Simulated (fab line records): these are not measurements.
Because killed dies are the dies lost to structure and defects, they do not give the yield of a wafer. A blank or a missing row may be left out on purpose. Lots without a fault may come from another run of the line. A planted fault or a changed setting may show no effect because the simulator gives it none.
Which tool did it? || flow sky130 || Sampling: 11 lots, 33 wafers, 7 of 708 route steps

== WHAT EACH GAUGE READ, for each wafer ==
SKY_SD_N_TW_MEAS_12.
{"lot": "L632", "measured": "day 28 10:22", "on": "film_metro-02", "SD_N_TW": "4001 3972 3961"}
{"lot": "L634", "measured": "day 28 18:38", "on": "film_metro-03", "SD_N_TW": "3975 3995 3980"}
{"lot": "L635", "measured": "day 28 20:31", "on": "film_metro-02", "SD_N_TW": "3957 3974 3973"}
{"lot": "L641", "measured": "day 32 09:32", "on": "film_metro-01", "SD_N_TW": "3971 3998 3968"}
{"lot": "L644", "measured": "day 33 02:33", "on": "film_metro-03", "SD_N_TW": "4037 4047 4064"}
{"lot": "L645", "measured": "day 33 13:26", "on": "film_metro-02", "SD_N_TW": "4087 4081 4086"}
{"lot": "L647", "measured": "day 34 01:26", "on": "film_metro-01", "SD_N_TW": "3968 3982 3986"}
{"lot": "L649", "measured": "day 34 10:13", "on": "film_metro-01", "SD_N_TW": "3974 3971 3978"}
{"lot": "L651", "measured": "day 34 21:26", "on": "film_metro-03", "SD_N_TW": "3956 3956 3959"}
{"lot": "L653", "measured": "day 35 04:42", "on": "film_metro-01", "SD_N_TW": "3996 3998 3999"}
{"lot": "L655", "measured": "day 35 13:25", "on": "film_metro-03", "SD_N_TW": "3960 3968 3965"}

SKY_SD_N_RS_MEAS_16: uses a four-point probe to measure.
{"lot": "L632", "measured": "day 28 10:39", "on": "film_metro-03", "SD_N_RS (ohm/sq)": "68.48 68.66 68.59"}
{"lot": "L634", "measured": "day 28 18:55", "on": "film_metro-02", "SD_N_RS (ohm/sq)": "68.64 68.42 68.44"}
{"lot": "L635", "measured": "day 28 20:48", "on": "film_metro-03", "SD_N_RS (ohm/sq)": "68.47 68.52 68.62"}
{"lot": "L641", "measured": "day 32 09:49", "on": "film_metro-01", "SD_N_RS (ohm/sq)": "68.63 68.56 68.67"}
{"lot": "L644", "measured": "day 33 02:50", "on": "film_metro-02", "SD_N_RS (ohm/sq)": "63.52 63.58 63.52"}
{"lot": "L645", "measured": "day 33 13:44", "on": "film_metro-03", "SD_N_RS (ohm/sq)": "63.71 63.78 63.73"}
{"lot": "L647", "measured": "day 34 01:43", "on": "film_metro-02", "SD_N_RS (ohm/sq)": "68.48 68.33 68.36"}
{"lot": "L649", "measured": "day 34 10:31", "on": "film_metro-03", "SD_N_RS (ohm/sq)": "68.64 68.54 68.68"}
{"lot": "L651", "measured": "day 34 21:44", "on": "film_metro-02", "SD_N_RS (ohm/sq)": "68.58 68.74 68.52"}
{"lot": "L653", "measured": "day 35 04:59", "on": "film_metro-03", "SD_N_RS (ohm/sq)": "68.73 68.68 68.59"}
{"lot": "L655", "measured": "day 35 13:42", "on": "film_metro-02", "SD_N_RS (ohm/sq)": "68.60 68.53 68.41"}

SKY_LI_CONTACT_CD_MEAS_12: target cd 170 nm.
{"lot": "L632", "measured": "day 29 16:02", "on": "cd_sem-02", "cd_nm (nm)": "169.1 170.0 169.4"}
{"lot": "L634", "measured": "day 30 00:17", "on": "cd_sem-01", "cd_nm (nm)": "169.7 170.2 169.9"}
{"lot": "L635", "measured": "day 30 01:46", "on": "cd_sem-01", "cd_nm (nm)": "168.0 168.7 168.7"}
{"lot": "L641", "measured": "day 33 13:47", "on": "cd_sem-02", "cd_nm (nm)": "167.2 169.1 169.2"}
{"lot": "L644", "measured": "day 34 06:05", "on": "cd_sem-02", "cd_nm (nm)": "171.6 171.7 171.0"}
{"lot": "L645", "measured": "day 34 16:45", "on": "cd_sem-02", "cd_nm (nm)": "169.2 171.1 170.4"}
{"lot": "L647", "measured": "day 35 05:26", "on": "cd_sem-01", "cd_nm (nm)": "172.0 171.2 170.7"}
{"lot": "L649", "measured": "day 35 13:50", "on": "cd_sem-02", "cd_nm (nm)": "168.0 169.7 168.7"}
{"lot": "L651", "measured": "day 36 01:25", "on": "cd_sem-02", "cd_nm (nm)": "169.9 170.6 172.0"}
{"lot": "L653", "measured": "day 36 08:04", "on": "cd_sem-01", "cd_nm (nm)": "171.4 172.4 172.3"}
{"lot": "L655", "measured": "day 36 17:05", "on": "cd_sem-01", "cd_nm (nm)": "169.7 168.2 169.5"}

SKY_CONTACT_BOW_MEAS_05.
{"lot": "L632", "measured": "day 30 23:38", "on": "film_metro-04", "CONTACT_BOW (um)": "77 90 78"}
{"lot": "L634", "measured": "day 31 07:30", "on": "film_metro-01", "CONTACT_BOW (um)": "76 74 81"}
{"lot": "L635", "measured": "day 31 08:28", "on": "film_metro-03", "CONTACT_BOW (um)": "73 75 91"}
{"lot": "L641", "measured": "day 34 19:11", "on": "film_metro-04", "CONTACT_BOW (um)": "74 77 68"}
{"lot": "L644", "measured": "day 35 11:20", "on": "film_metro-04", "CONTACT_BOW (um)": "88 76 78"}
{"lot": "L645", "measured": "day 35 21:55", "on": "film_metro-03", "CONTACT_BOW (um)": "86 83 77"}
{"lot": "L647", "measured": "day 36 10:58", "on": "film_metro-04", "CONTACT_BOW (um)": "74 86 75"}
{"lot": "L649", "measured": "day 36 19:01", "on": "film_metro-04", "CONTACT_BOW (um)": "94 70 84"}
{"lot": "L651", "measured": "day 37 07:20", "on": "film_metro-01", "CONTACT_BOW (um)": "85 86 85"}
{"lot": "L653", "measured": "day 37 13:31", "on": "film_metro-04", "CONTACT_BOW (um)": "81 70 82"}
{"lot": "L655", "measured": "day 37 23:02", "on": "film_metro-01", "CONTACT_BOW (um)": "87 83 84"}

== TOOL THAT RAN EACH LOT (tool first, then ch and the chambers of the sampled wafers, then the start) ==
{"lot": "L632", "SKY_GATE_OXIDE_STRIP_13": "plasma_asher-03 ch 0,1, day 14 00:34", "SKY_SD_N_IMPLANT_09": "implanter-02 ch 0, day 28 09:58", "SKY_SD_N_STRIP_11": "plasma_asher-01 ch 0,1, day 28 10:16"}
{"lot": "L634", "SKY_GATE_OXIDE_STRIP_13": "plasma_asher-03 ch 0,1, day 14 13:33", "SKY_SD_N_IMPLANT_09": "implanter-04 ch 0, day 28 18:14", "SKY_SD_N_STRIP_11": "plasma_asher-04 ch 0,1, day 28 18:32"}
{"lot": "L635", "SKY_GATE_OXIDE_STRIP_13": "plasma_asher-04 ch 0,1, day 14 15:32", "SKY_SD_N_IMPLANT_09": "implanter-03 ch 0, day 28 20:07", "SKY_SD_N_STRIP_11": "plasma_asher-02 ch 1, day 28 20:25"}
{"lot": "L641", "SKY_GATE_OXIDE_STRIP_13": "plasma_asher-04 ch 0,1, day 18 09:56", "SKY_SD_N_IMPLANT_09": "implanter-02 ch 0, day 32 09:08", "SKY_SD_N_STRIP_11": "plasma_asher-04 ch 0,1, day 32 09:26"}
{"lot": "L644", "SKY_GATE_OXIDE_STRIP_13": "plasma_asher-04 ch 0,1, day 19 07:25", "SKY_SD_N_IMPLANT_09": "implanter-02 ch 0, day 33 01:41", "SKY_SD_N_STRIP_11": "plasma_asher-04 ch 1, day 33 02:25"}
{"lot": "L645", "SKY_GATE_OXIDE_STRIP_13": "plasma_asher-04 ch 0,1, day 19 17:55", "SKY_SD_N_IMPLANT_09": "implanter-04 ch 0, day 33 12:44", "SKY_SD_N_STRIP_11": "plasma_asher-02 ch 0,1, day 33 13:20"}
{"lot": "L647", "SKY_GATE_OXIDE_STRIP_13": "plasma_asher-02 ch 0,1, day 20 05:34", "SKY_SD_N_IMPLANT_09": "implanter-04 ch 0, day 34 01:02", "SKY_SD_N_STRIP_11": "plasma_asher-01 ch 0,1, day 34 01:20"}
{"lot": "L649", "SKY_GATE_OXIDE_STRIP_13": "plasma_asher-03 ch 0,1, day 20 20:49", "SKY_SD_N_IMPLANT_09": "implanter-03 ch 0, day 34 09:50", "SKY_SD_N_STRIP_11": "plasma_asher-01 ch 0,1, day 34 10:07"}
{"lot": "L651", "SKY_GATE_OXIDE_STRIP_13": "plasma_asher-04 ch 0,1, day 21 04:13", "SKY_SD_N_IMPLANT_09": "implanter-04 ch 0, day 34 21:04", "SKY_SD_N_STRIP_11": "plasma_asher-01 ch 0,1, day 34 21:21"}
{"lot": "L653", "SKY_GATE_OXIDE_STRIP_13": "plasma_asher-04 ch 0,1, day 21 16:31", "SKY_SD_N_IMPLANT_09": "implanter-02 ch 0, day 35 04:19", "SKY_SD_N_STRIP_11": "plasma_asher-04 ch 0,1, day 35 04:35"}
{"lot": "L655", "SKY_GATE_OXIDE_STRIP_13": "plasma_asher-04 ch 0,1, day 21 23:28", "SKY_SD_N_IMPLANT_09": "implanter-02 ch 0, day 35 13:01", "SKY_SD_N_STRIP_11": "plasma_asher-02 ch 0,1, day 35 13:19"}
- SKY_GATE_OXIDE_STRIP_13: strips in O2/N2.
- SKY_SD_N_IMPLANT_09
- SKY_SD_N_STRIP_11: strips in O2/N2.

== AS READ BY THE TOOLS THEMSELVES (means over the sampled wafers that have a number; for cases with no such wafer, the mark the record gives instead) ==
SKY_GATE_OXIDE_STRIP_13.
{"lot": "L632", "tool": "plasma_asher-03", "drypump_motor_current_A (A)": 5.6, "oes_product_au (a.u.)": 0.716, "strip_time_to_endpoint_s (s)": 14.26}
{"lot": "L634", "tool": "plasma_asher-03", "drypump_motor_current_A (A)": 5.9, "oes_product_au (a.u.)": 0.718, "strip_time_to_endpoint_s (s)": 14.22}
{"lot": "L635", "tool": "plasma_asher-04", "drypump_motor_current_A (A)": 5.4, "oes_product_au (a.u.)": 0.711, "strip_time_to_endpoint_s (s)": 14.21}
{"lot": "L641", "tool": "plasma_asher-04", "drypump_motor_current_A (A)": 5.6, "oes_product_au (a.u.)": 0.716, "strip_time_to_endpoint_s (s)": 14.20}
{"lot": "L644", "tool": "plasma_asher-04", "drypump_motor_current_A (A)": 5.6, "oes_product_au (a.u.)": 0.711, "strip_time_to_endpoint_s (s)": 14.21}
{"lot": "L645", "tool": "plasma_asher-04", "drypump_motor_current_A (A)": 5.6, "oes_product_au (a.u.)": 0.718, "strip_time_to_endpoint_s (s)": 14.27}
{"lot": "L647", "tool": "plasma_asher-02", "drypump_motor_current_A (A)": 5.5, "oes_product_au (a.u.)": 0.715, "strip_time_to_endpoint_s (s)": 14.18}
{"lot": "L649", "tool": "plasma_asher-03", "drypump_motor_current_A (A)": 5.9, "oes_product_au (a.u.)": 0.712, "strip_time_to_endpoint_s (s)": 14.16}
{"lot": "L651", "tool": "plasma_asher-04", "drypump_motor_current_A (A)": 5.4, "oes_product_au (a.u.)": 0.713, "strip_time_to_endpoint_s (s)": 14.20}
{"lot": "L653", "tool": "plasma_asher-04", "drypump_motor_current_A (A)": 5.6, "oes_product_au (a.u.)": 0.718, "strip_time_to_endpoint_s (s)": 14.17}
{"lot": "L655", "tool": "plasma_asher-04", "drypump_motor_current_A (A)": 5.4, "oes_product_au (a.u.)": 0.720, "strip_time_to_endpoint_s (s)": 14.26}

SKY_SD_N_STRIP_11.
{"lot": "L632", "tool": "plasma_asher-01", "drypump_motor_current_A (A)": 5.5, "oes_product_au (a.u.)": 0.526, "strip_time_to_endpoint_s (s)": 22.64}
{"lot": "L634", "tool": "plasma_asher-04", "drypump_motor_current_A (A)": 5.6, "oes_product_au (a.u.)": 0.525, "strip_time_to_endpoint_s (s)": 22.59}
{"lot": "L635", "tool": "plasma_asher-02", "drypump_motor_current_A (A)": 5.2, "oes_product_au (a.u.)": 0.526, "strip_time_to_endpoint_s (s)": 22.57}
{"lot": "L641", "tool": "plasma_asher-04", "drypump_motor_current_A (A)": 5.4, "oes_product_au (a.u.)": 0.530, "strip_time_to_endpoint_s (s)": 22.59}
{"lot": "L644", "tool": "plasma_asher-04", "drypump_motor_current_A (A)": 5.2, "oes_product_au (a.u.)": 0.512, "strip_time_to_endpoint_s (s)": 23.85}
{"lot": "L645", "tool": "plasma_asher-02", "drypump_motor_current_A (A)": 5.5, "oes_product_au (a.u.)": 0.516, "strip_time_to_endpoint_s (s)": 23.84}
{"lot": "L647", "tool": "plasma_asher-01", "drypump_motor_current_A (A)": 5.4, "oes_product_au (a.u.)": 0.526, "strip_time_to_endpoint_s (s)": 22.57}
{"lot": "L649", "tool": "plasma_asher-01", "drypump_motor_current_A (A)": 5.4, "oes_product_au (a.u.)": 0.529, "strip_time_to_endpoint_s (s)": 22.58}
{"lot": "L651", "tool": "plasma_asher-01", "drypump_motor_current_A (A)": 5.2, "oes_product_au (a.u.)": 0.530, "strip_time_to_endpoint_s (s)": 22.57}
{"lot": "L653", "tool": "plasma_asher-04", "drypump_motor_current_A (A)": 5.5, "oes_product_au (a.u.)": 0.523, "strip_time_to_endpoint_s (s)": 22.63}
{"lot": "L655", "tool": "plasma_asher-02", "drypump_motor_current_A (A)": 5.5, "oes_product_au (a.u.)": 0.532, "strip_time_to_endpoint_s (s)": 22.62}

== THE ANSWER, worked out from the rows above alone ==
Rule: usual is defined by the lots themselves. Put in order of their means at a reading, lots are off if they are a third of the lots or fewer, leave a main group of 4 or more, and stand apart from it by a gap of 3 or more times the standard deviation of the main group's means; of several such gaps the widest counts. If all means in a main group match to the digits the tables above print for the reading, that group is not used. Also off: a lot with no number at a reading for which 4 or more lots have one. The other lots that the step has rows for count as sound. The gauges are gone through in route order, then the tools' own readings, and for those a lot's mean is taken as printed above. At the first step where some lot is off, the reading lying furthest off is the one used; lots without a number count as furthest.
Off: at SKY_SD_N_TW_MEAS_12 (SD_N_TW), L644, L645. Main group: mean 3976, sd 11.
A tool fits if, at a process step before that reading, it ran every lot that is off, and no sound lot after the first of them. The gauges at SKY_SD_N_TW_MEAS_12 aren't tried: what is off there is off at SKY_SD_N_STRIP_11 too, on other tools, and a gauge's error can't cause that. No candidate that was tried fits.

== WHAT THE SIMULATOR HAD INSERTED ==
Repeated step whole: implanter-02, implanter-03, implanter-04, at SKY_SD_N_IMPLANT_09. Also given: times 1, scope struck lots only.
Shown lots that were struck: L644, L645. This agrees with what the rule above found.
